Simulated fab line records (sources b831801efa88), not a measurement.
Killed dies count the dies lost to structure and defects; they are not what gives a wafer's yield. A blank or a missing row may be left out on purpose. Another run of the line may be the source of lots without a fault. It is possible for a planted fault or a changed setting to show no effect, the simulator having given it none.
A sampling plan put to the test	flow gf180mcu	one fab line, 48 faults that these records tell of, each judged on the records of the lots that it struck; 1 more is left out, because the records don't allow judging it
Plan = the line's own looks (route steps where a gauge or an inspection reads the wafer without altering it). A look can be judged if struck wafers have a number there and the file gives its usual mean and standard deviation on fault-free wafers. Caught: a look later than the fault's first step finds the struck wafers' mean 4 or more of those standard deviations (sigma) from the usual mean. On the tool: the test repeated on the tool's own readings taken at the fault's steps. A different recipe on the struck wafers counts as caught too, as does a record blank only for those wafers.

## THE FAULTS, as the simulator had put them in
1. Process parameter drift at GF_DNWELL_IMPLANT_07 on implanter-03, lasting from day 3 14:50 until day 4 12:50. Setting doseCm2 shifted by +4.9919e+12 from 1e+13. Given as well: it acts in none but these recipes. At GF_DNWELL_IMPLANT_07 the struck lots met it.
2. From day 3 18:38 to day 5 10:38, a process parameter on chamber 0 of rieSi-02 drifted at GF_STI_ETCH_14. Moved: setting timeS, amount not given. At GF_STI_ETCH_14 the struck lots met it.
3. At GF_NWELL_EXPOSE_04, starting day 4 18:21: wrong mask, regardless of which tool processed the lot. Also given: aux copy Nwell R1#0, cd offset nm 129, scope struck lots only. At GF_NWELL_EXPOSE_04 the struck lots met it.
4. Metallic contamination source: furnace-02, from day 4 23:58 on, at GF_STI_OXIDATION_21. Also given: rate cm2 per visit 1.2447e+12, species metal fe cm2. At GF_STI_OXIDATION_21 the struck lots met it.
5. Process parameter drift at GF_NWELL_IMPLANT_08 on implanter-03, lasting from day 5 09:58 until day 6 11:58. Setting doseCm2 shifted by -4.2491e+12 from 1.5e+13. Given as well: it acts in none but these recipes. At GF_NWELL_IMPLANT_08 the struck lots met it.
6. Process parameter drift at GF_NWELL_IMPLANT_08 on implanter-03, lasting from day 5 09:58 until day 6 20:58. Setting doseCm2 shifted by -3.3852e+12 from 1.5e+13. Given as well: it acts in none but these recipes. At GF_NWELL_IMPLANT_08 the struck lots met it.
7. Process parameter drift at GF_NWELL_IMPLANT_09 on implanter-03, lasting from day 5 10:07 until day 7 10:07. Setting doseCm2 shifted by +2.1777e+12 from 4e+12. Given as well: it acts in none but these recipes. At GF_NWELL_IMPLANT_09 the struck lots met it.
8. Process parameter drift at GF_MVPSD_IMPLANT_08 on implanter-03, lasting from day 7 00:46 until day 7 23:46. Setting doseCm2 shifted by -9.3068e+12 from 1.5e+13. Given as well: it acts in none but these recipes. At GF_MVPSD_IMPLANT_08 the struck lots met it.
9. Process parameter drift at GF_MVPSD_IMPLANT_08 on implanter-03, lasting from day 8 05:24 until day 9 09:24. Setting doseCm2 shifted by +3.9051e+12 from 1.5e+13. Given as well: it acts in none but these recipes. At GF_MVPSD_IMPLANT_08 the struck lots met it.
10. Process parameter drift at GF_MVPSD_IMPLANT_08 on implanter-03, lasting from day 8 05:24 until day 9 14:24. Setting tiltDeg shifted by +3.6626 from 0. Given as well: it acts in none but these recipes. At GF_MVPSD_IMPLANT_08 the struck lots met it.
11. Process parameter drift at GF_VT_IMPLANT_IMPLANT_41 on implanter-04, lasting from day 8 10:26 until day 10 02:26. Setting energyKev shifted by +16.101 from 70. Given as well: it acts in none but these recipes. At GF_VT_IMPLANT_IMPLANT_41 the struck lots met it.
12. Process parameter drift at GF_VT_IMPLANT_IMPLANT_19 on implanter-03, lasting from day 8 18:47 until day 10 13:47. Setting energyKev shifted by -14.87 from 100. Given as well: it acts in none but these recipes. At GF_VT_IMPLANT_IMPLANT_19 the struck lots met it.
13. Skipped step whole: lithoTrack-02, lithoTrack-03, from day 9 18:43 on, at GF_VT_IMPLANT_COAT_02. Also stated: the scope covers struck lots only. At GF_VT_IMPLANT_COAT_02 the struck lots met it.
14. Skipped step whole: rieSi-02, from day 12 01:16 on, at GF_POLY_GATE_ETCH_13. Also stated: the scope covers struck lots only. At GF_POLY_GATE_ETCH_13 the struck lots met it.
15. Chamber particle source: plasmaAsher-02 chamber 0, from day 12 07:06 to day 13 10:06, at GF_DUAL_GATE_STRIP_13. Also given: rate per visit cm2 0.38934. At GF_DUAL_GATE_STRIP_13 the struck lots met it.
16. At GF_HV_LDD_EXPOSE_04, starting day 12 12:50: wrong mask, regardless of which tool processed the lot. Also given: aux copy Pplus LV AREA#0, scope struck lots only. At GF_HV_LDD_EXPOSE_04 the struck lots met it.
17. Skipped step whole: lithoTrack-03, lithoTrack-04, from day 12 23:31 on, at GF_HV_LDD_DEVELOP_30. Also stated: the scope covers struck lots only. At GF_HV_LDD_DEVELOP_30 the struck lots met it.
18. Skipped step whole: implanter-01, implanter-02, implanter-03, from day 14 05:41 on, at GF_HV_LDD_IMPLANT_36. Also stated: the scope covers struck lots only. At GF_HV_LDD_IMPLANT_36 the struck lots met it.
19. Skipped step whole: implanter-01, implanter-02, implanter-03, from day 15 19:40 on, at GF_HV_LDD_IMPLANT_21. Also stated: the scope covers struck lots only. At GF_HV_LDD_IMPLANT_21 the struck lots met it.
20. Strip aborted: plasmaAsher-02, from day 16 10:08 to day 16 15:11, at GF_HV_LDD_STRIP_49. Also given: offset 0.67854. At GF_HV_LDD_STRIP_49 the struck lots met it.
21. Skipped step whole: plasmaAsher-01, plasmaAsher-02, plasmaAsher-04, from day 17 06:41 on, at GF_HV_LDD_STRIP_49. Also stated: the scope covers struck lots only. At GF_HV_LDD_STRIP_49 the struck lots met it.
22. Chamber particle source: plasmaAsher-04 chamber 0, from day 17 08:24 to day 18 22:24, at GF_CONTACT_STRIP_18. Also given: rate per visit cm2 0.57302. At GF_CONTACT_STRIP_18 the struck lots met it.
23. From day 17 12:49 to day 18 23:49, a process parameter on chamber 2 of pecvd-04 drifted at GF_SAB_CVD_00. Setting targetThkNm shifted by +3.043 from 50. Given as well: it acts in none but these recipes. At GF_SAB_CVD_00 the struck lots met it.
24. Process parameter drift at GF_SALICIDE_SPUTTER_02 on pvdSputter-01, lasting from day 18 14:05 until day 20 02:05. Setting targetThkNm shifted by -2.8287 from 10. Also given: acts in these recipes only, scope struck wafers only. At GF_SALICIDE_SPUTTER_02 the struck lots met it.
25. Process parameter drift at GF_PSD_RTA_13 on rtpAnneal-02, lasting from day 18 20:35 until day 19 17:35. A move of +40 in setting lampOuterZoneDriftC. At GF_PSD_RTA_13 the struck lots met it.
26. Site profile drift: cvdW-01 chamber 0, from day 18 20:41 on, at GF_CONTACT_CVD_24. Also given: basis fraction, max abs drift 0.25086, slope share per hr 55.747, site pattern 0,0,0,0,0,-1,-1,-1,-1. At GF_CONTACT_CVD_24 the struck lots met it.
27. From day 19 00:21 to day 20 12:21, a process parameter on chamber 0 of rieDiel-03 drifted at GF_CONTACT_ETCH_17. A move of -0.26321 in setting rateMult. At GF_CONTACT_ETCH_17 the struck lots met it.
28. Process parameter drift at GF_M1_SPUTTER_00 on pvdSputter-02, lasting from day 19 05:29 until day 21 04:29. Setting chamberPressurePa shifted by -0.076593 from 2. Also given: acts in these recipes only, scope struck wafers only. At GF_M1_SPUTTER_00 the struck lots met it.
29. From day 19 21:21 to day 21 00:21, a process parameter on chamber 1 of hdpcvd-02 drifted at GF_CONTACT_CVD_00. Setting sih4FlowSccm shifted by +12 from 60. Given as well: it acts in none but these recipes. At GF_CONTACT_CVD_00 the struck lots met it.
30. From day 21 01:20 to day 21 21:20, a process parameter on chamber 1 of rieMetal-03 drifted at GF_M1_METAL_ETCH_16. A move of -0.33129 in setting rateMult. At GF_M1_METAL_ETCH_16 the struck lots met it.
31. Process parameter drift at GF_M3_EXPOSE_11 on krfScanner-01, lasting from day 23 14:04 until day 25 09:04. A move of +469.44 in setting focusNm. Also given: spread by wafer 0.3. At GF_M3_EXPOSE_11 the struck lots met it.
32. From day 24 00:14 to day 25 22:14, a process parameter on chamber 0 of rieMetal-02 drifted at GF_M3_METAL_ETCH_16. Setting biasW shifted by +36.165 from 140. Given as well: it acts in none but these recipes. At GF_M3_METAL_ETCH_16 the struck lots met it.
33. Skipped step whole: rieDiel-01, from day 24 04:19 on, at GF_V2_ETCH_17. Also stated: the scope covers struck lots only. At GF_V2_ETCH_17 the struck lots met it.
34. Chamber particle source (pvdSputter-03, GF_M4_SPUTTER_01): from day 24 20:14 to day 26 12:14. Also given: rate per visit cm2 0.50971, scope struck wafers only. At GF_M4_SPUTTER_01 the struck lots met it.
35. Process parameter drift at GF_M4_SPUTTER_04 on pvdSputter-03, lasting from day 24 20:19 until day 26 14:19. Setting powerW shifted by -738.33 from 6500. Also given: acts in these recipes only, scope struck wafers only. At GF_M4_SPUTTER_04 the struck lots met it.
36. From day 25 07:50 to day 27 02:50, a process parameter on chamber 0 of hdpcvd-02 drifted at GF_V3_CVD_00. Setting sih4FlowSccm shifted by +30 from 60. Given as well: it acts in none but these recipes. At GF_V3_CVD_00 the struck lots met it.
37. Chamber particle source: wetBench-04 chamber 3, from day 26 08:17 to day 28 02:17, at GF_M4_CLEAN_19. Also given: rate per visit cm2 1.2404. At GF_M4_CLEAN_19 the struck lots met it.
38. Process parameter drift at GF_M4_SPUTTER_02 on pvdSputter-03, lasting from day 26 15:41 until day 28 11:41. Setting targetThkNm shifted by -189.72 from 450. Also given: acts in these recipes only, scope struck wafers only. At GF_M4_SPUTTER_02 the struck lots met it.
39. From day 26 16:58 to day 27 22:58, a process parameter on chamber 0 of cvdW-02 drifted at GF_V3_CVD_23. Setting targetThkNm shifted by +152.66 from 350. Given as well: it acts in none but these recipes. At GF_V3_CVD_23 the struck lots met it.
40. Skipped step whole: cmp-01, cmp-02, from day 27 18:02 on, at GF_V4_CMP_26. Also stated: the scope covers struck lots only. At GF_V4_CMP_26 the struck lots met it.
41. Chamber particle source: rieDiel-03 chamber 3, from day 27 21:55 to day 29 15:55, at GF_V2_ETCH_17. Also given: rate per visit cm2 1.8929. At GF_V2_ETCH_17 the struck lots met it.
42. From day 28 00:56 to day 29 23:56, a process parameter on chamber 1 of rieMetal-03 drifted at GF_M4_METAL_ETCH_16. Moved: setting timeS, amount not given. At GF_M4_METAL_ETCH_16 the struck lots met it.
43. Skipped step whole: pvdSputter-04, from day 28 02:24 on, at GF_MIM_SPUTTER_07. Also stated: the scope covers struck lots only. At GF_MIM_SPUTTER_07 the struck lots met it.
44. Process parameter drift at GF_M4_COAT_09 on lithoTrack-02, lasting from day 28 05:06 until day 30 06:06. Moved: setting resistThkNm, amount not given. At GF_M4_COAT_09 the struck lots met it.
45. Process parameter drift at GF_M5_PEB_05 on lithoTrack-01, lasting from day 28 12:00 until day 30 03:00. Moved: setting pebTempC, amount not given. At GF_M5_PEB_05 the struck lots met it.
46. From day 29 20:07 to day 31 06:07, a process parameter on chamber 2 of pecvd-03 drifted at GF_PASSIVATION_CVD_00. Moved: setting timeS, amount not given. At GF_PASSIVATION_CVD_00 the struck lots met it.
47. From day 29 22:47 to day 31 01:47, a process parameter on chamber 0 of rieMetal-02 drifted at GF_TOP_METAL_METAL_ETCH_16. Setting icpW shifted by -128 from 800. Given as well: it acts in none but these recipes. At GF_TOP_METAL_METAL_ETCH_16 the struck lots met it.
48. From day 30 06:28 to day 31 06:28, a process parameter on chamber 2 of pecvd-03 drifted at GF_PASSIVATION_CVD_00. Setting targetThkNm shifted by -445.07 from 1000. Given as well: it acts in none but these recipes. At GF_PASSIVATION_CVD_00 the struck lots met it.

## WHAT THE PLAN SAW
fault	on the tool itself	first look that catches it	reading, sigma	median hours from its first step to that look	hours from the fault's start to the first struck lot there	judged looks passed uncaught
1	doseIonsCm2 +99 or beyond sigma	GF_DNWELL_TW_MEAS_09	DNWELL_TW +14	0.2	5	0
2	runLengthS -18 sigma	not the one look that can be judged after it	-	-	-	1
3	under 2 sigma	no look after it can be judged	-	-	-	0
4	under 2 sigma	none of the 5 looks that can be judged after it	-	-	-	5
5	doseIonsCm2 -99 or beyond sigma	GF_NWELL_TW_MEAS_11	NWELL_TW -10	0.4	3	0
6	doseIonsCm2 -99 or beyond sigma	GF_NWELL_TW_MEAS_11	NWELL_TW -8.0	0.4	3	0
7	doseIonsCm2 +99 or beyond sigma	GF_VT_IMPLANT_RS_MEAS_47	NWELL_RS -30	109.5	112	1
8	doseIonsCm2 -99 or beyond sigma	GF_MVPSD_TW_MEAS_11	MVPSD_TW -22	0.4	8	0
9	doseIonsCm2 +99 or beyond sigma	GF_MVPSD_TW_MEAS_11	MVPSD_TW +6.9	0.4	8	0
10	tiltDeg +99 or beyond sigma	GF_MVPSD_TW_MEAS_11	MVPSD_TW +10	0.4	8	0
11	beamEnergyKeV +99 or beyond sigma	GF_VT_IMPLANT_TW_MEAS_43	VT_IMPLANT_4_TW +7.0	0.2	8	0
12	beamEnergyKeV -99 or beyond sigma	GF_VT_IMPLANT_TW_MEAS_21	VT_IMPLANT_2_TW -5.7	0.2	3	0
13	the tool's record is blank for the struck wafers	GF_VT_IMPLANT_TW_MEAS_21	VT_IMPLANT_2_TW +4.0	26.7	31	0
14	the tool's record is blank for the struck wafers	no look after it can be judged	-	-	-	0
15	only faintly: heaterPowerW +2.1 sigma	not the one look that can be judged after it	-	-	-	1
16	under 2 sigma	GF_HV_LDD_TW_MEAS_11	HV_LDD_TW -95	9.5	12	0
17	no reading that can be judged	no look after it can be judged	-	-	-	0
18	the tool's record is blank for the struck wafers	GF_HV_LDD_TW_MEAS_38	HV_LDD_3_TW -10	0.2	8	0
19	the tool's record is blank for the struck wafers	GF_HV_LDD_TW_MEAS_23	HV_LDD_2_TW -99 or beyond	0.2	7	0
20	oesProductAu +49 sigma	no look after it can be judged	-	-	-	0
21	the tool's record is blank for the struck wafers	no look after it can be judged	-	-	-	0
22	under 2 sigma	not the one look that can be judged after it	-	-	-	1
23	under 2 sigma	GF_SAB_THK_MEAS_01	SAB_CVD_00_THK +4.8	0.0	1	0
24	under 2 sigma	GF_SALICIDE_RS_MEAS_04	SALICIDE_TIN_RS +21	0.1	3	0
25	under 2 sigma	GF_PSD_RS_MEAS_14	NSD_RS -32	0.1	3	0
26	under 2 sigma	GF_CONTACT_RS_MEAS_25	CONTACT_W_RS +14	0.1	17	0
27	under 2 sigma	no look after it can be judged	-	-	-	0
28	chamberPressurePa -19 sigma	no look after it can be judged	-	-	-	0
29	sih4FlowSccm +66 sigma	GF_CONTACT_THK_MEAS_01	CONTACT_CVD_00_THK +23	0.1	3	0
30	oesProductAu -25 sigma	not the one look that can be judged after it	-	-	-	1
31	no reading that can be judged	GF_M3_CD_MEAS_14	cdNm -45	10.8	28	0
32	biasW +80 sigma	not the one look that can be judged after it	-	-	-	1
33	the tool's record is blank for the struck wafers	no look after it can be judged	-	-	-	0
34	under 2 sigma	none of the 2 looks that can be judged after it	strongest: TOP_METAL_ALCU_RS at GF_TOP_METAL_RS_MEAS_05, -2.0	-	-	2
35	cathodeDcPowerW -99 or beyond sigma	none of the 7 looks that can be judged after it	-	-	-	7
36	sih4FlowSccm +99 or beyond sigma	GF_V3_THK_MEAS_01	V3_CVD_00_THK +53	0.1	13	0
37	no reading that can be judged	not the one look that can be judged after it	-	-	-	1
38	under 2 sigma	GF_M4_RS_MEAS_05	M4_ALCU_RS +66	0.1	5	0
39	under 2 sigma	GF_V3_RS_MEAS_24	V3_W_RS -28	0.1	19	0
40	no reading that can be judged	no look after it can be judged	-	-	-	0
41	under 2 sigma	none of the 6 looks that can be judged after it	-	-	-	6
42	runLengthS -7.5 sigma	no look after it can be judged	-	-	-	0
43	the tool's record is blank for the struck wafers	no look after it can be judged	-	-	-	0
44	no reading that can be judged	GF_M4_CD_MEAS_14	cdNm -6.1	9.5	17	0
45	heaterPowerTotalW +99 or beyond sigma	GF_M5_CD_MEAS_07	cdNm -16	0.4	6	0
46	runLengthS +12 sigma	GF_PASSIVATION_THK_MEAS_01	PASSIVATION_CVD_00_THK +4.3	0.1	5	0
47	rfFwdPowerW -53 sigma	no look after it can be judged	-	-	-	0
48	under 2 sigma	GF_PASSIVATION_THK_MEAS_01	PASSIVATION_CVD_00_THK -40	0.1	5	0
Dash: fault not caught, or number not given in these records.

Caught at a look: 26 of 48. Caught on the tool: 28 of 48. By one or the other: 38 of 48.
Faults caught by the tool alone: 2, 14, 20, 21, 28, 30, 32, 33, 35, 42, 43, 47.
Caught at a look alone: faults 16, 23, 24, 25, 26, 31, 38, 39, 44, 48.
Caught by neither: faults 3, 4, 15, 17, 22, 27, 34, 37, 40, 41.

## THINNER SAMPLING
Were the look that catches a fault to measure just every second or every third lot (counted by lot number), the first struck lot would, at worst, be measured this late:
fault	struck lots at that look, in order of time	every lot	every second lot	every third lot
1	L565, L566	5 h	8 h	may miss all 2
5	L420, L421	3 h	9 h	may miss all 2
6	L194, L195	3 h	9 h	may miss all 2
7	L907, L908	112 h	119 h	may miss all 2
8	L841, L844	8 h	21 h	may miss all 2
9	L148, L149	8 h	15 h	may miss all 2
10	L667, L668	8 h	15 h	may miss all 2
11	L315, L317	8 h	may miss all 2	may miss all 2
12	L554, L557	3 h	23 h	may miss all 2
13	L812, L813	31 h	36 h	may miss all 2
16	L237	12 h	may miss it	may miss it
18	L725, L726, L727	8 h	8 h	13 h
19	L454, L455, L456	7 h	17 h	21 h
23	L879	1 h	may miss it	may miss it
24	L268, L269	3 h	18 h	may miss all 2
25	L305, L306	3 h	9 h	may miss all 2
26	L842, L845, L846, L847	17 h	37 h	53 h
29	L850, L851, L852	3 h	11 h	17 h
31	L792, L793	28 h	31 h	may miss all 2
36	L732, L734	13 h	may miss all 2	may miss all 2
38	L610, L611	5 h	9 h	may miss all 2
39	L276	19 h	may miss it	may miss it
44	L244, L245	17 h	25 h	may miss all 2
45	L625, L626, L628	6 h	17 h	may miss all 3
46	L678, L679, L682	5 h	16 h	may miss all 3
48	L377, L380	5 h	22 h	may miss all 2
Hours: fault start to first struck lot measured. 4 sigma limit: tested on the pooled struck wafers, so a lone lot may be under it. Other struck lots may not be in these records.

## THE LONGEST TIMED WAY FROM STEP TO LOOK
Fault 7: the median time between GF_NWELL_IMPLANT_09 and GF_VT_IMPLANT_RS_MEAS_47 is 109.5 hours. The look between them that can be judged stayed within 4 sigma: GF_NWELL_TW_MEAS_11.
